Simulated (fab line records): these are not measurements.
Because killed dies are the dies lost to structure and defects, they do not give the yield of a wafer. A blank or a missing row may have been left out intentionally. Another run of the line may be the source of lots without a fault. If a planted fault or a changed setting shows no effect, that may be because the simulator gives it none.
A struck lot beside a sound one | flow sky130 | 26 steps out of a route of 708
Sound: wafers L967.3, L967.5, L967.6. The struck wafers were L963.1, L963.5. Last of all comes the cause.
Per side, at each step with rows, come the tool, then ch with its chambers, and then its first start. Under that, the readings that differ: sound wafers | struck wafers | difference of the means | sigmas: that difference in standard deviations of wafers without a fault.
alike: a reading whose means differ by less than 2 such deviations, as well as words and numbers matching on both sides. not compared: withheld readings; readings where some wafer has no value; bounds like >300 that might hide an equal value; numbers whose values overlap and for which the record gives no deviation.
Wherever a step has rows on one side only, a row that says differs or no value, or a row with sigmas, the two part there. When numbers do not overlap yet have no deviation, they are printed without sigmas and do not part them. A reading missing from all wafers of one side parts the sides only when that side holds two or more wafers.

first, 9 steps without rows for these wafers: SKY_LI_CONTACT_ETCH_14 (etches BARC in N2/H2, stops on SiO2, time 45.9 s, target depth 60 nm); SKY_LI_CONTACT_ETCH_15 (etches PSG in C4F8/O2/Ar, stops on Si, target depth 600 nm); SKY_LI_CONTACT_STRIP_16 (strips in O2/N2); SKY_LI_CONTACT_CLEAN_17 (cleans in NMP, time 600 s); SKY_LI_CONTACT_PRE_CLEAN_18 (time 5.6 s); SKY_LI_CONTACT_SPUTTER_19 (material Ti, target thk 20 nm, time 106.37 s); SKY_LI_CONTACT_SPUTTER_20 (material TiN, target thk 20 nm, time 80 s); SKY_LI_CONTACT_CVD_21 (deposits W, target thk 400 nm, time 120.56 s); SKY_LI_CONTACT_CMP_24 (polishes, stops on PSG, t overpolish 20 s, target thk 0 nm).
SKY_LOCAL_INTERCONNECT_SPUTTER_00: material TiN, target thk 100 nm, time 83.3 s.
  sound on pvd sputter-04, day 36 07:45; struck on pvd sputter-02, day 35 07:29
  reading                                                | sound                | struck        | difference | sigmas
  chamber pressure pa (Pa)                               | 0.4003 0.3982 0.3996 | 0.4021 0.4009 | +0.0021    | +3
  model.TiN_of_LOCAL_INTERCONNECT_SPUTTER_00.thk nm (nm) | 100.2 100 99.99      | 191.7 193     | +92.3      |
  alike: cathode dc power W, throttle valve pct
SKY_LOCAL_INTERCONNECT_RS_MEAS_01: the measuring method here is four-point-probe.
  sound on film metro-02, day 36 07:51; struck on film metro-01, day 35 07:32
  reading                            | sound             | struck    | difference | sigmas
  LOCAL_INTERCONNECT_TIN_RS (ohm/sq) | 14.10 14.11 14.11 | 7.23 7.18 | -6.90      | -41
SKY_LOCAL_INTERCONNECT_THK_MEAS_02: measures by xrf.
  sound on film metro-02, day 36 07:57; struck on film metro-01, day 35 07:40
  reading                         | sound          | struck      | difference | sigmas
  LOCAL_INTERCONNECT_TIN_THK (nm) | 99.5 99.5 98.9 | 188.8 190.2 | +90.2      | +82
then, 9 steps without rows for these wafers: SKY_LOCAL_INTERCONNECT_DEHYDRATE_03 (time 60 s); SKY_LOCAL_INTERCONNECT_HMDS_04 (prime time 60 s); SKY_LOCAL_INTERCONNECT_COAT_05 (resist thk 60 nm); SKY_LOCAL_INTERCONNECT_COAT_06 (resist thk 450 nm); SKY_LOCAL_INTERCONNECT_SOFTBAKE_07 (time 90 s); SKY_LOCAL_INTERCONNECT_EXPOSE_08 (exposes mask LI1M, target cd 170 nm); SKY_LOCAL_INTERCONNECT_PEB_09; SKY_LOCAL_INTERCONNECT_DEVELOP_10 (develop time 60 s); SKY_LOCAL_INTERCONNECT_ETCH_13 (etches BARC in N2/H2, stops on SiO2, time 45.9 s, target depth 60 nm).
SKY_LOCAL_INTERCONNECT_METAL_ETCH_14: etches TiN in Cl2/BCl3, stops on PSG, target depth 110 nm, time 31.4 s.
  sound on rie metal-03 ch 0,1, day 37 09:29; struck on rie metal-04 ch 0, day 36 10:02
  reading                | sound                | struck        | difference | sigmas
  oes product au (a.u.)  | 0.935 0.941 0.945    | 1.001 0.996   | +0.058     | +7
  throttle valve pct (%) | 21.907 21.890 21.904 | 21.874 21.867 | -0.030     | -3
  alike: drypump motor current A
  not compared: rf hours counter h
then, 1 step without rows for these wafers: SKY_LOCAL_INTERCONNECT_STRIP_15 (strips in O2/N2).
SKY_LOCAL_INTERCONNECT_STRIP_16: strips in post etch residue remover, time 1200 s.
  sound on wet bench-04 ch 1, day 37 09:37; struck on wet bench-02 ch 0, day 36 10:11
  reading                                                | sound             | struck      | difference | sigmas
  model.TiN_of_LOCAL_INTERCONNECT_SPUTTER_00.thk nm (nm) | 99.83 99.63 99.57 | 191.3 192.6 | +92.3      |
  alike: bath heat duty pct
then, 1 step without rows for these wafers: SKY_LOCAL_INTERCONNECT_CLEAN_17 (cleans in IPA, time 180 s).
-- here the record skips 14 days between the struck wafers' starts before and after, leaving off in module LOCAL_INTERCONNECT and picking up in module PAD_OPEN (first step shown: number 708 of the route) --
SKY_PAD_OPEN_PROBE_99:
  sound on prober-02, day 50 18:17; struck on prober-02, day 49 22:19
  reading            | sound    | struck  | difference | sigmas
  killed at contacts | 13 32 20 | 440 433 | +415       | +85
  killed dies        | 83 88 83 | 492 492 | +407       | +47
  killed on rim      | 12 20 9  | 96 96   | +82        | +21
  alike: killed_at_M0_to_M3, killed_at_M4_up, killed at front end, killed at other, killed open, killed short

WHERE THEY PART
First at SKY_LOCAL_INTERCONNECT_SPUTTER_00; last, within this record, at SKY_PAD_OPEN_PROBE_99.

WHY: what the simulator had put in
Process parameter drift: pvd sputter-02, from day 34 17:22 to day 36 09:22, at SKY_LOCAL_INTERCONNECT_SPUTTER_00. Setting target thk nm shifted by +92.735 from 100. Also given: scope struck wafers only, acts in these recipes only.
